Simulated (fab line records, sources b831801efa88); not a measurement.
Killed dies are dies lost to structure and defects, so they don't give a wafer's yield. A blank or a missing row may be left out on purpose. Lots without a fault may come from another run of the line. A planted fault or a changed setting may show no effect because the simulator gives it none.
Split-lot experiment | flow sfq_line | 5 lots, 27 wafers read, on a route of 325 steps

THE SPLIT
At SFQ_TRILAYER_A5C_DEP_PECVD_142 (deposits SiO2 from SiH4/N2O, time 15.556 s, target thk 70 nm), the setting time_s was moved away from the recipe's 15.556 s on 9 of the 27 wafers read, by -51.3% to -19.8%. The other wafers ran this setting at the recipe's value.

FROM THE SPLIT TO THE READING: what the file shows between them, 3 steps
- SFQ_TRILAYER_I5_LITHO_COAT_149: resist thk 62 nm
- SFQ_TRILAYER_I5_LITHO_COAT_144: resist thk 662.4 nm
- SFQ_TRILAYER_C5_BARC_OPEN_VIA_ETCH_210: etches BARC in O2, target depth 125 nm, time 40.6 s

THE READING
oes_product_au, in a.u., at SFQ_TRILAYER_C5_ETCH_VIA_ETCH_154 (etches SiO2 in CHF3, stops on Nb, target depth 84 nm). Fault-free wafers of this fab line usually give 0.896 a.u., standard deviation 0.0072 a.u..

wafer  | tool, chamber at the split | time_s as run, s | against the recipe | oes_product_au, a.u. | against lot-mates on the recipe
L076.1 | pecvd-01, 0                | 7.569            | -51.3%             | 0.625                | -0.264
L076.2 | pecvd-01, 2                | 15.556           | recipe             | 0.891                | -
L076.3 | pecvd-01, 1                | 15.556           | recipe             | 0.885                | -
L076.4 | pecvd-01, 0                | 7.569            | -51.3%             | 0.639                | -0.250
L076.5 | pecvd-01, 2                | 7.569            | -51.3%             | 0.635                | -0.254
L076.6 | pecvd-01, 1                | 15.556           | recipe             | 0.892                | -
L077.1 | pecvd-03, 1                | 15.556           | recipe             | 0.887                | -
L077.2 | pecvd-03, 2                | 15.556           | recipe             | 0.894                | -
L077.3 | pecvd-03, 2                | 15.556           | recipe             | 0.905                | -
L077.4 | pecvd-03, 1                | 15.556           | recipe             | 0.903                | -
L077.5 | pecvd-03, 1                | 15.556           | recipe             | 0.903                | -
L077.6 | pecvd-03, 2                | 15.556           | recipe             | 0.893                | -
L079.1 | pecvd-01, 0                | 15.556           | recipe             | 0.894                | -
L079.2 | pecvd-01, 2                | 15.556           | recipe             | 0.891                | -
L079.3 | pecvd-01, 1                | 12.4             | -20.3%             | 0.779                | -0.119
L079.4 | pecvd-01, 2                | 15.556           | recipe             | 0.909                | -
L079.5 | pecvd-01, 1                | 12.4             | -20.3%             | 0.787                | -0.111
L079.6 | pecvd-01, 0                | 12.4             | -20.3%             | 0.790                | -0.108
L081.1 | pecvd-01, 2                | 12.48            | -19.8%             | 0.784                | -0.101
L081.2 | pecvd-01, 1                | 15.556           | recipe             | 0.884                | -
L081.3 | pecvd-01, 0                | 15.556           | recipe             | 0.884                | -
L081.4 | pecvd-01, 2                | 15.556           | recipe             | 0.888                | -
L081.5 | pecvd-01, 0                | 12.48            | -19.8%             | 0.789                | -0.096
L081.6 | pecvd-01, 1                | 12.48            | -19.8%             | 0.781                | -0.104
L084.1 | pecvd-04, 0                | 15.556           | recipe             | 0.892                | -
L084.4 | pecvd-04, 0                | 15.556           | recipe             | 0.894                | -
L084.5 | pecvd-04, 2                | 15.556           | recipe             | 0.901                | -

THE FIT
A straight line over all 27 wafers: oes_product_au changes by +0.00514 a.u. for each +1% of time_s; r = +1.00; the points scatter about the line by 0.0074 a.u..
The same after taking each lot's own level away (the mean of its wafers on the recipe; 27 wafers): +0.00505 a.u. for each +1%; r = +1.00; scatter 0.0065 a.u..
On that fit, the largest move of time_s shifts the reading by 0.26 a.u..
The lots' own levels span 0.8853 to 0.8980 a.u., that is 1.8 times the standard deviation above.
So the lot-to-lot level changes the slope little: the two slopes agree.
Check: with one of the wafers moved furthest among these (-51.3%) left out of the fit, the line predicts -0.258 a.u. for it against its lot-mates. It came out at -0.264 a.u. against them.

OTHER SPLITS ON THESE WAFERS
These wafers also went through other splits before the reading. Each is held against what the fit with the lots' levels taken away leaves over:
other split on the same wafers                  | wafers away from the commonest value | r with oes_product_au (lot level and that fit taken away)
SFQ_TRILAYER_INCOMING_OXIDATION_002 ox_time_s   | 12                                   | +0.13
SFQ_TRILAYER_M0_BARC_OPEN_METAL_ETCH_031 time_s | 12                                   | +0.11
SFQ_TRILAYER_M1_ETCH_METAL_ETCH_042 time_s      | 6                                    | +0.16
SFQ_TRILAYER_M3_DEP_SPUTTER_073 time_s          | 6                                    | -0.09
SFQ_TRILAYER_M4_DEP_SPUTTER_091 time_s          | 9                                    | +0.03
SFQ_TRILAYER_M5_ETCH_METAL_ETCH_126 time_s      | 6                                    | -0.18

THE WHOLE CHAIN: every reading that the file lists as answering this split, in the file's order
step                              | what it does                                                 | reading                                                                                    | change (the file's fit)                   | r (the file's)
SFQ_TRILAYER_A5C_DEP_PECVD_142    | deposits SiO2 from SiH4/N2O, time 15.556 s, target thk 70 nm | SiO2_of_TRILAYER_A5C_DEP_PECVD_142.thk_nm (the simulator's own value, which no gauge read) | +0.685 nm for each +1% of the setting     | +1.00
SFQ_TRILAYER_C5_ETCH_VIA_ETCH_154 | etches SiO2 in CHF3, stops on Nb, target depth 84 nm         | oes_product_au                                                                             | +0.00507 a.u. for each +1% of the setting | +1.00
SFQ_TRILAYER_C5_ETCH_VIA_ETCH_154 | etches SiO2 in CHF3, stops on Nb, target depth 84 nm         | C5.feature_depth_nm (the simulator's own value, which no gauge read)                       | +0.685 nm for each +1% of the setting     | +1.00

THE FILE'S OWN FIT
oes_product_au changes by +0.00507 a.u. for each +1% of time_s, r = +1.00.
